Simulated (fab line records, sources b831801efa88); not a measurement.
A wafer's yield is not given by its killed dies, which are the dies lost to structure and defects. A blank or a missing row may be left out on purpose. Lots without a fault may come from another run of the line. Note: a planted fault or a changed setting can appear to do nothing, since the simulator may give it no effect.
Commonality check across tools -- flow gf180mcu -- 11 lots and 33 wafers in the sample

WHY THIS WAS OPENED
2 of 11 lots carry a flag on the reading PSD_TW at GF_PSD_TW_MEAS_11. No-fault wafers: 3196, standard deviation 35.
Rule: a lot is flagged when every wafer of it that has a number lies more than 4 standard deviations from that mean, or none has a number. The rest of the lots are taken to be sound.

lot,measured,on,"PSD_TW, wafer by wafer",flag
L130,day 14 04:05,film metro-04,3237 3219 3228,
L131,day 14 09:58,film metro-04,3222 3204 3218,
L133,day 15 06:38,film metro-01,3162 3172 3152,
L134,day 15 15:05,film metro-04,3227 3225 3224,
L136,day 16 09:46,film metro-01,3174 3183 3179,
L137,day 16 17:11,film metro-01,3183 3195 3183,
L143,day 18 19:45,film metro-01,3164 3163 3155,
L144,day 19 11:22,film metro-01,3411 3404 3426,FLAGGED
L146,day 20 05:48,film metro-02,3385 3399 3400,FLAGGED
L151,day 21 11:43,film metro-04,3222 3201 3217,
L153,day 22 07:59,film metro-02,3162 3168 3166,
The numbers of the flagged lots are 3404 on average: +208 against the usual, or +6 standard deviations.

LOT BY LOT: THE TOOL USED
2 process steps preceding the reading are held in the record, out of 602 steps in the route. Every cell lists first the tool, next ch and the chambers used by the sampled wafers, and last the start.
lot,flag,GF_PSD_IMPLANT_09,GF_PSD_STRIP_10
L130,,"implanter-03 ch 0, day 14 03:50","plasma asher-03 ch 0,1, day 14 03:58"
L131,,"implanter-04 ch 0, day 14 09:43","plasma asher-01 ch 0,1, day 14 09:52"
L133,,"implanter-03 ch 0, day 15 06:23","plasma asher-03 ch 0,1, day 15 06:32"
L134,,"implanter-04 ch 0, day 15 14:52","plasma asher-01 ch 0,1, day 15 14:59"
L136,,"implanter-03 ch 0, day 16 09:31","plasma asher-02 ch 0,1, day 16 09:40"
L137,,"implanter-03 ch 0, day 16 16:56","plasma asher-02 ch 0,1, day 16 17:04"
L143,,"implanter-01 ch 0, day 18 19:32","plasma asher-01 ch 0,1, day 18 19:40"
L144,FLAGGED,"implanter-03 ch 0, day 19 11:07","plasma asher-01 ch 0,1, day 19 11:16"
L146,FLAGGED,"implanter-03 ch 0, day 20 05:30","plasma asher-01 ch 0,1, day 20 05:38"
L151,,"implanter-01 ch 0, day 21 11:28","plasma asher-02 ch 0,1, day 21 11:37"
L153,,"implanter-04 ch 0, day 22 07:47","plasma asher-02 ch 0,1, day 22 07:53"
What the steps here do:
- GF_PSD_IMPLANT_09
- GF_PSD_STRIP_10: strips in O2/N2.
- GF_PSD_TW_MEAS_11

FLAGGED OVER TOTAL, TOOL BY TOOL (the gauges that took the reading come last)
step,tool,lots run,flagged,share of the flagged lots,sound lots run after its first flagged lot
GF_PSD_IMPLANT_09,implanter-01,2,0,none,-
GF_PSD_IMPLANT_09,implanter-03,6,2,all,0
GF_PSD_IMPLANT_09,implanter-04,3,0,none,-
GF_PSD_STRIP_10,plasma asher-01,5,2,all,0
GF_PSD_STRIP_10,plasma asher-02,4,0,none,-
GF_PSD_STRIP_10,plasma asher-03,2,0,none,-
GF_PSD_TW_MEAS_11,film metro-01,5,1,some,0
GF_PSD_TW_MEAS_11,film metro-02,2,1,some,1 (L153)
GF_PSD_TW_MEAS_11,film metro-04,4,0,none,-

WHAT THE TABLE PERMITS
Table rows that saw every flagged lot: 2, namely implanter-03 at GF_PSD_IMPLANT_09 and plasma asher-01 at GF_PSD_STRIP_10.
- implanter-03 at GF_PSD_IMPLANT_09: 2 of its 6 lots flagged. It ran its last sound lot, L137, at day 16 16:56 and its first flagged lot, L144, at day 19 11:07: a fault with its onset between the two fits. Its own readings lie more than 4 standard deviations out on every wafer of the flagged lots: dose ions cm2, faraday current uA.
- plasma asher-01 at GF_PSD_STRIP_10: 2 of its 5 lots flagged. It ran its last sound lot, L143, at day 18 19:40 and its first flagged lot, L144, at day 19 11:16: a fault with its onset between the two fits. Its own readings lie more than 4 standard deviations out on every wafer of the flagged lots: oes product au, strip time to endpoint s.
A lot count leaves these 2 tools indistinguishable: every one of them fits a fault beginning at some hour. More lots, or a look at what each step does to the wafer, might.

WHAT THE SIMULATOR PUT IN
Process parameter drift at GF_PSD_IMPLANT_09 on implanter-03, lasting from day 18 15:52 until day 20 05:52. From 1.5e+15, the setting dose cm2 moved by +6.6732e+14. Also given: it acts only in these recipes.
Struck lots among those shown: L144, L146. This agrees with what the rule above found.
